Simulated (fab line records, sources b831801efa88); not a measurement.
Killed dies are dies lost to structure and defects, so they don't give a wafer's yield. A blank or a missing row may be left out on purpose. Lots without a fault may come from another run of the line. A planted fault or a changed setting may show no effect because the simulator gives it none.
Which tool did it? | flow gf180mcu | 24 lots, 72 wafers sampled, at 6 steps of a route of 602

WHAT THE GAUGES READ, wafer by wafer
GF_MIM_THK_MEAS_06.
lot  | measured     | on            | MIM_CVD_05_THK (nm)
L074 | day 24 19:43 | film_metro-01 | 40.9 41.6 41.5
L075 | day 25 04:47 | film_metro-04 | 41.8 41.2 42.3
L076 | day 25 12:53 | film_metro-01 | 41.7 41.9 41.8
L077 | day 25 13:16 | film_metro-01 | 41.9 41.8 42.3
L078 | day 26 05:22 | film_metro-02 | 41.8 42.2 41.9
L079 | day 26 07:41 | film_metro-04 | 40.7 42.1 41.7
L080 | day 26 18:53 | film_metro-01 | 42.3 42.5 42.4
L081 | day 27 02:50 | film_metro-02 | 41.0 42.0 42.1
L082 | day 27 07:15 | film_metro-04 | 42.4 42.1 42.9
L083 | day 27 10:16 | film_metro-01 | 42.2 42.6 42.3
L084 | day 27 22:59 | film_metro-01 | 42.2 42.2 42.5
L085 | day 28 03:52 | film_metro-01 | 42.3 41.5 42.7
L086 | day 28 11:08 | film_metro-04 | 40.8 41.7 42.2
L087 | day 28 16:43 | film_metro-01 | 42.4 42.7 43.0
L088 | day 29 03:04 | film_metro-01 | 41.1 41.7 41.3
L089 | day 29 12:32 | film_metro-01 | 41.2 41.6 41.3
L090 | day 29 22:10 | film_metro-02 | 41.6 42.5 43.0
L091 | day 30 00:11 | film_metro-04 | 41.3 41.8 41.9
L092 | day 30 04:38 | film_metro-04 | 40.7 41.6 42.2
L093 | day 30 14:44 | film_metro-04 | 41.9 42.1 42.5
L094 | day 30 15:55 | film_metro-02 | 42.4 42.2 42.7
L095 | day 30 22:00 | film_metro-02 | 42.1 41.8 42.8
L096 | day 31 16:04 | film_metro-02 | 41.1 42.7 42.0
L097 | day 31 16:45 | film_metro-04 | 42.2 43.1 43.3

GF_MIM_THK_MEAS_11: measures by xrf.
lot  | measured     | on            | MIM_ALCU_THK (nm)
L074 | day 24 19:59 | film_metro-02 | 201.2 200.9 200.8
L075 | day 25 05:04 | film_metro-02 | 199.1 197.2 199.2
L076 | day 25 13:10 | film_metro-04 | 201.7 200.9 202.9
L077 | day 25 13:33 | film_metro-04 | 203.7 206.9 205.4
L078 | day 26 05:38 | film_metro-04 | 201.9 201.8 203.5
L079 | day 26 07:58 | film_metro-01 | 202.4 200.7 200.0
L080 | day 26 19:10 | film_metro-02 | 203.1 202.8 201.6
L081 | day 27 03:07 | film_metro-02 | 195.3 196.4 198.4
L082 | day 27 07:32 | film_metro-01 | 203.0 200.2 200.8
L083 | day 27 10:33 | film_metro-02 | 199.6 201.4 199.0
L084 | day 27 23:16 | film_metro-02 | 199.8 200.1 198.9
L085 | day 28 04:08 | film_metro-02 | 202.0 200.8 200.3
L086 | day 28 11:25 | film_metro-01 | 198.4 198.4 197.8
L087 | day 28 16:59 | film_metro-04 | 202.2 200.6 202.3
L088 | day 29 03:20 | film_metro-04 | 199.6 201.9 202.4
L089 | day 29 12:49 | film_metro-02 | 199.9 202.0 202.6
L090 | day 29 22:26 | film_metro-04 | 202.6 199.3 201.0
L091 | day 30 00:28 | film_metro-02 | 201.5 202.6 200.0
L092 | day 30 04:55 | film_metro-02 | 202.8 202.5 201.3
L093 | day 30 15:01 | film_metro-02 | 200.2 203.8 201.5
L094 | day 30 16:12 | film_metro-01 | 197.9 195.3 192.2
L095 | day 30 22:17 | film_metro-02 | 201.8 201.0 201.0
L096 | day 31 16:20 | film_metro-04 | 204.5 204.4 206.9
L097 | day 31 17:02 | film_metro-04 | 207.9 205.5 207.2

GF_V5_THK_MEAS_03.
lot  | measured     | on            | V5_CVD_02_THK (nm)
L074 | day 26 15:45 | film_metro-03 | 1441 1470 1496
L075 | day 27 00:10 | film_metro-01 | 1445 1460 1472
L076 | day 27 08:22 | film_metro-01 | 1446 1447 1478
L077 | day 27 08:15 | film_metro-02 | 1484 1455 1492
L078 | day 27 23:24 | film_metro-03 | 1474 1478 1489
L079 | day 28 01:30 | film_metro-01 | 1433 1462 1471
L080 | day 28 12:46 | film_metro-03 | 1444 1463 1457
L081 | day 29 01:16 | film_metro-03 | 1421 1458 1440
L082 | day 29 01:31 | film_metro-01 | 1448 1452 1484
L083 | day 29 02:40 | film_metro-01 | 1478 1465 1487
L084 | day 29 15:38 | film_metro-03 | 1454 1447 1477
L085 | day 29 19:08 | film_metro-01 | 1442 1442 1481
L086 | day 30 02:34 | film_metro-03 | 1431 1420 1448
L087 | day 30 07:32 | film_metro-03 | 1437 1463 1485
L088 | day 30 18:48 | film_metro-03 | 1453 1476 1479
L089 | day 31 03:03 | film_metro-02 | 1439 1464 1475
L090 | day 31 12:05 | film_metro-01 | 1441 1469 1463
L091 | day 31 13:26 | film_metro-01 | 1448 1454 1429
L092 | day 31 17:34 | film_metro-02 | 1469 1453 1468
L093 | day 32 03:43 | film_metro-02 | 1447 1461 1472
L094 | day 32 05:02 | film_metro-03 | 1431 1449 1422
L095 | day 32 10:34 | film_metro-01 | 1449 1419 1457
L096 | day 33 02:19 | film_metro-03 | 1430 1491 1489
L097 | day 33 03:18 | film_metro-03 | 1451 1507 1497

WHICH TOOL RAN EACH LOT (tool, then ch and the chambers of the sampled wafers, then the start)
lot  | GF_V4_SPUTTER_22             | GF_V4_CMP_26                  | GF_MIM_CVD_05
L074 | pvd_sputter-04, day 24 18:49 | cmp-02 ch 0,3, day 24 19:09   | pecvd-04 ch 0,1, day 24 19:40
L075 | pvd_sputter-03, day 25 03:50 | cmp-01 ch 0,1,2, day 25 04:14 | pecvd-02 ch 1,2, day 25 04:45
L076 | pvd_sputter-01, day 25 12:00 | cmp-01 ch 0,2, day 25 12:20   | pecvd-03 ch 0,1, day 25 12:52
L077 | pvd_sputter-03, day 25 12:23 | cmp-01 ch 0,1,2, day 25 12:43 | pecvd-02 ch 0,2, day 25 13:14
L078 | pvd_sputter-01, day 26 04:27 | cmp-01 ch 0,1, day 26 04:47   | pecvd-02 ch 0,1, day 26 05:19
L079 | pvd_sputter-01, day 26 06:47 | cmp-02 ch 0,1, day 26 07:10   | pecvd-04 ch 0,1,2, day 26 07:38
L080 | pvd_sputter-03, day 26 17:59 | cmp-02 ch 0,1,3, day 26 18:28 | pecvd-02 ch 0,1,2, day 26 18:50
L081 | pvd_sputter-03, day 27 01:56 | cmp-02 ch 1,2, day 27 02:17   | pecvd-04 ch 0,1, day 27 02:48
L082 | pvd_sputter-04, day 27 06:22 | cmp-01 ch 1,2, day 27 06:41   | pecvd-03 ch 0,2, day 27 07:13
L083 | pvd_sputter-03, day 27 09:21 | cmp-02 ch 0,1,3, day 27 09:50 | pecvd-04 ch 0,1,2, day 27 10:13
L084 | pvd_sputter-03, day 27 22:05 | cmp-01 ch 0,1,2, day 27 22:31 | pecvd-03 ch 0,1,2, day 27 22:57
L085 | pvd_sputter-01, day 28 02:58 | cmp-02 ch 1,2,3, day 28 03:25 | pecvd-03 ch 0,2, day 28 03:50
L086 | pvd_sputter-04, day 28 10:15 | cmp-01 ch 1,2,3, day 28 10:38 | pecvd-02 ch 0,2, day 28 11:07
L087 | pvd_sputter-04, day 28 15:49 | cmp-01 ch 1,2, day 28 16:11   | pecvd-04 ch 1,2, day 28 16:40
L088 | pvd_sputter-03, day 29 01:44 | cmp-01 ch 0,2,3, day 29 02:34 | pecvd-04 ch 1,2, day 29 03:02
L089 | pvd_sputter-04, day 29 11:38 | cmp-02 ch 0,1,3, day 29 11:58 | pecvd-04 ch 0,1, day 29 12:29
L090 | pvd_sputter-01, day 29 21:16 | cmp-02 ch 0,3, day 29 21:37   | pecvd-04 ch 0,1,2, day 29 22:08
L091 | pvd_sputter-01, day 29 23:16 | cmp-02 ch 0,3, day 29 23:40   | pecvd-03 ch 0,2, day 30 00:08
L092 | pvd_sputter-04, day 30 03:45 | cmp-02 ch 0,2,3, day 30 04:05 | pecvd-02 ch 0,1,2, day 30 04:37
L093 | pvd_sputter-04, day 30 13:47 | cmp-02 ch 0,1,2, day 30 14:10 | pecvd-02 ch 0,2, day 30 14:41
L094 | pvd_sputter-01, day 30 15:01 | cmp-02 ch 1,3, day 30 15:25   | pecvd-03 ch 1,2, day 30 15:53
L095 | pvd_sputter-03, day 30 21:07 | cmp-02 ch 1,2, day 30 21:26   | pecvd-02 ch 0,2, day 30 21:58
L096 | pvd_sputter-03, day 31 15:06 | cmp-02 ch 0,1,2, day 31 15:32 | pecvd-04 ch 0,2, day 31 15:57
L097 | pvd_sputter-03, day 31 15:51 | cmp-01 ch 0,3, day 31 16:14   | pecvd-02 ch 0,1,2, day 31 16:43
- GF_V4_SPUTTER_22: material TiN, target thk 10 nm, time 40 s.
- GF_V4_CMP_26: polishes, stops on SiO2, t overpolish 15 s, target thk 0 nm.
- GF_MIM_CVD_05: deposits Si3N4, target thk 42 nm, time 29.086 s.

WHAT THE TOOLS THEMSELVES READ (means of the sampled wafers that have a number; where no wafer has one, the mark that the record gives instead)
GF_V4_SPUTTER_22.
lot  | tool           | cathode_dc_power_W (W) | throttle_valve_pct (%)
L074 | pvd_sputter-04 | 4000.2                 | 30.0
L075 | pvd_sputter-03 | 4000.1                 | 30.5
L076 | pvd_sputter-01 | 4000.4                 | 30.1
L077 | pvd_sputter-03 | 4000.6                 | 30.8
L078 | pvd_sputter-01 | 4000.5                 | 30.1
L079 | pvd_sputter-01 | 4000.0                 | 30.2
L080 | pvd_sputter-03 | 4000.9                 | 31.0
L081 | pvd_sputter-03 | 3999.6                 | 30.7
L082 | pvd_sputter-04 | 4000.1                 | 30.1
L083 | pvd_sputter-03 | 3998.6                 | 31.2
L084 | pvd_sputter-03 | 3999.8                 | 30.9
L085 | pvd_sputter-01 | 4000.3                 | 30.9
L086 | pvd_sputter-04 | 3999.8                 | 30.7
L087 | pvd_sputter-04 | 4000.7                 | 29.7
L088 | pvd_sputter-03 | 3999.4                 | 30.3
L089 | pvd_sputter-04 | 4000.2                 | 30.3
L090 | pvd_sputter-01 | 4000.0                 | 28.6
L091 | pvd_sputter-01 | 4000.5                 | 31.4
L092 | pvd_sputter-04 | 3999.6                 | 30.5
L093 | pvd_sputter-04 | 3999.8                 | 30.8
L094 | pvd_sputter-01 | 4000.3                 | 29.3
L095 | pvd_sputter-03 | 4000.8                 | 30.4
L096 | pvd_sputter-03 | 3999.7                 | 30.5
L097 | pvd_sputter-03 | 3999.5                 | 31.2

GF_V4_CMP_26.
lot  | tool   | motor_current_A (A) | overpolish_run_s (s) | platen_rpm (rpm) | time_to_endpoint_s (s)
L074 | cmp-02 | 11.1                | 15.002               | 60.03            | 86
L075 | cmp-01 | 10.3                | 14.997               | 60.02            | 89
L076 | cmp-01 | 10.1                | 14.997               | 60.01            | 88
L077 | cmp-01 | 10.3                | 15.007               | 59.99            | 90
L078 | cmp-01 | 10.5                | 14.993               | 59.99            | 89
L079 | cmp-02 | 10.7                | 14.994               | 60.02            | 85
L080 | cmp-02 | 11.1                | 14.998               | 60.02            | 86
L081 | cmp-02 | 11.4                | 15.001               | 59.98            | 86
L082 | cmp-01 | 10.3                | 14.997               | 59.99            | 91
L083 | cmp-02 | 10.8                | 14.996               | 60.02            | 79
L084 | cmp-01 | 10.3                | 15.008               | 59.96            | 89
L085 | cmp-02 | 11.8                | 14.995               | 59.98            | 79
L086 | cmp-01 | 10.0                | 14.997               | 60.02            | 87
L087 | cmp-01 | 10.3                | 14.993               | 59.98            | 87
L088 | cmp-01 | 9.7                 | 14.998               | 59.98            | 85
L089 | cmp-02 | 10.8                | 15.009               | 60.02            | 83
L090 | cmp-02 | 11.0                | 15.005               | 59.98            | 80
L091 | cmp-02 | 10.9                | 15.000               | 59.94            | 85
L092 | cmp-02 | 11.6                | 15.000               | 59.99            | 86
L093 | cmp-02 | 11.7                | 14.998               | 59.99            | 85
L094 | cmp-02 | 11.4                | 15.005               | 59.99            | 86
L095 | cmp-02 | 11.6                | 15.010               | 60.02            | 81
L096 | cmp-02 | 11.6                | 14.991               | 60.00            | 88
L097 | cmp-01 | 9.9                 | 14.998               | 59.98            | 83

GF_MIM_CVD_05.
lot  | tool     | heater_power_w (W) | susceptor_temp_C (C) | temp_max_c (C)
L074 | pecvd-04 | 641                | 384.77               | 399.97
L075 | pecvd-02 | 476                | 384.90               | 399.71
L076 | pecvd-03 | 618                | 385.01               | 399.82
L077 | pecvd-02 | 676                | 385.32               | 400.30
L078 | pecvd-02 | 665                | 385.11               | 400.14
L079 | pecvd-04 | 638                | 385.09               | 400.08
L080 | pecvd-02 | 610                | 384.89               | 399.96
L081 | pecvd-04 | 602                | 384.90               | 399.95
L082 | pecvd-03 | 559                | 385.12               | 400.12
L083 | pecvd-04 | 599                | 385.11               | 400.12
L084 | pecvd-03 | 541                | 385.10               | 399.70
L085 | pecvd-03 | 595                | 385.15               | 400.09
L086 | pecvd-02 | 660                | 384.95               | 400.22
L087 | pecvd-04 | 603                | 385.16               | 399.74
L088 | pecvd-04 | 553                | 385.15               | 399.89
L089 | pecvd-04 | 621                | 385.04               | 400.34
L090 | pecvd-04 | 588                | 384.96               | 399.93
L091 | pecvd-03 | 543                | 384.93               | 400.06
L092 | pecvd-02 | 600                | 384.84               | 400.05
L093 | pecvd-02 | 572                | 384.95               | 400.00
L094 | pecvd-03 | 505                | 384.91               | 400.04
L095 | pecvd-02 | 572                | 384.82               | 400.38
L096 | pecvd-04 | 709                | 385.12               | 399.87
L097 | pecvd-02 | 589                | 384.95               | 400.05

THE ANSWER, worked out from the rows above alone
Rule: what is usual is taken from the lots themselves. Put in order of their means at a reading, lots are off if they are a third of the lots or fewer, leave a main group of 4 or more, and stand apart from it by a gap of 3 or more times the standard deviation of the main group's means; of several such gaps the widest counts. A main group whose means are all the same, to the digits that the tables above print for the reading, isn't used. A lot without any number at a reading at which 4 lots or more have one is off too. The other lots that the step has rows for count as sound. The gauges are gone through in route order, then the tools' own readings, and for those a lot's mean is taken as printed above. The first step at which some lot is off is used, and at that step the reading that is off furthest; a lot without a number counts as furthest.
No lot is off at any reading shown: from this, nothing can be told.

WHAT THE SIMULATOR HAD PUT IN
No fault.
